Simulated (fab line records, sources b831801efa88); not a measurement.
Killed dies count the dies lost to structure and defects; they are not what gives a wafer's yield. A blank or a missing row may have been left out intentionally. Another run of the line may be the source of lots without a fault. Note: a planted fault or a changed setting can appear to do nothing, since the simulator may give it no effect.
Comparing a struck lot with a sound one ; flow gf180mcu ; 34 out of 602 route steps
Sound: the wafers L598.1, L598.3, L598.4. The struck wafers were L610.3, L610.4, L610.5. The cause is given at the end.
Each step with rows lists, per side, the tool, then ch with its chambers, then its first start. Under that, the readings that differ: sound wafers ; struck wafers ; difference of the means ; sigmas: that difference in standard deviations of wafers without a fault.
alike: readings with means less than 2 such deviations apart, plus words and numbers identical on both sides. not compared: withheld readings, readings lacking a value on some wafer, bounds such as >300 that could conceal the same value, and numbers that have no deviation in the record and whose values overlap.
The two part at a step that has a row with sigmas, a row that says differs or no value, or rows on one side only. Non-overlapping numbers with no deviation appear without sigmas and do not part them. A reading missing from all wafers of one side parts the sides only when that side holds two or more wafers.

first, 10 steps without rows for these wafers: GF_M1_HMDS_08 (prime time 60 s); GF_M1_COAT_09 (resist thk 1000 nm); GF_M1_SOFTBAKE_10 (time 60 s); GF_M1_EXPOSE_11 (exposes mask Metal1, target cd 230 nm); GF_M1_PEB_12 (peb time 90 s); GF_M1_DEVELOP_13 (develop time 60 s); GF_M1_METAL_ETCH_16 (etches the open film in Cl2/BCl3, stops on SiO2, target depth 750.8 nm, time 125.1 s); GF_M1_STRIP_17 (strips in O2/N2); GF_M1_STRIP_18 (strips in post etch residue remover, time 1200 s); GF_M1_CLEAN_19 (cleans in DIW).
GF_V1_CVD_00: deposits SiO2, target thk 600 nm, time 100 s.
  sound on hdpcvd-02 ch 0,1, day 18 02:29; struck on hdpcvd-02 ch 0,2, day 22 12:05
  alike: susceptor-temp-C
then, 22 steps without rows for these wafers: GF_V1_CVD_02 (deposits SiO2 from TEOS, target thk 850 nm, time 92.91 s); GF_V1_CMP_04 (polishes SiO2); GF_V1_DEHYDRATE_06 (time 60 s); GF_V1_HMDS_07 (prime time 60 s); GF_V1_COAT_08; GF_V1_COAT_09 (resist thk 1000 nm); GF_V1_SOFTBAKE_10 (time 60 s); GF_V1_EXPOSE_11 (exposes mask Via1, target cd 260 nm); GF_V1_PEB_12 (peb time 90 s); GF_V1_DEVELOP_13 (develop time 60 s); GF_V1_ETCH_16 (etches BARC in N2/H2); GF_V1_ETCH_17 (etches SiO2 in C4F8/O2/Ar, stops on TiN, target depth 630 nm); GF_V1_STRIP_18 (strips in O2/N2); GF_V1_STRIP_19 (strips in post etch residue remover, time 1200 s); GF_V1_CLEAN_20 (cleans in DIW); GF_V1_SPUTTER_21 (material Ti, target thk 15 nm, time 80.02 s); GF_V1_SPUTTER_22 (material TiN, target thk 10 nm, time 40 s); GF_V1_CVD_23 (deposits W, target thk 350 nm, time 105.05 s); GF_V1_CMP_26 (polishes, stops on SiO2, t overpolish 15 s, target thk 0 nm); GF_M2_SPUTTER_00 (material Ti, target thk 37.5 nm, time 150 s); GF_M2_SPUTTER_01 (material TiN, target thk 30 nm, time 25 s); GF_M2_SPUTTER_02 (material AlCu, target thk 450 nm, time 23.9 s).
-- the record jumps here: 11 days lie between the struck wafers' starts before and after (it left off in module M2 and takes up again in module PASSIVATION, whose first step shown is number 602 of the route) --
GF_PASSIVATION_PROBE_99:
  the record has rows for the struck wafers here (prober-02, day 33 01:48) and none for the sound ones

## WHERE THEY PART
Only at GF_PASSIVATION_PROBE_99, within this record.

WHY: whatever the simulator had introduced
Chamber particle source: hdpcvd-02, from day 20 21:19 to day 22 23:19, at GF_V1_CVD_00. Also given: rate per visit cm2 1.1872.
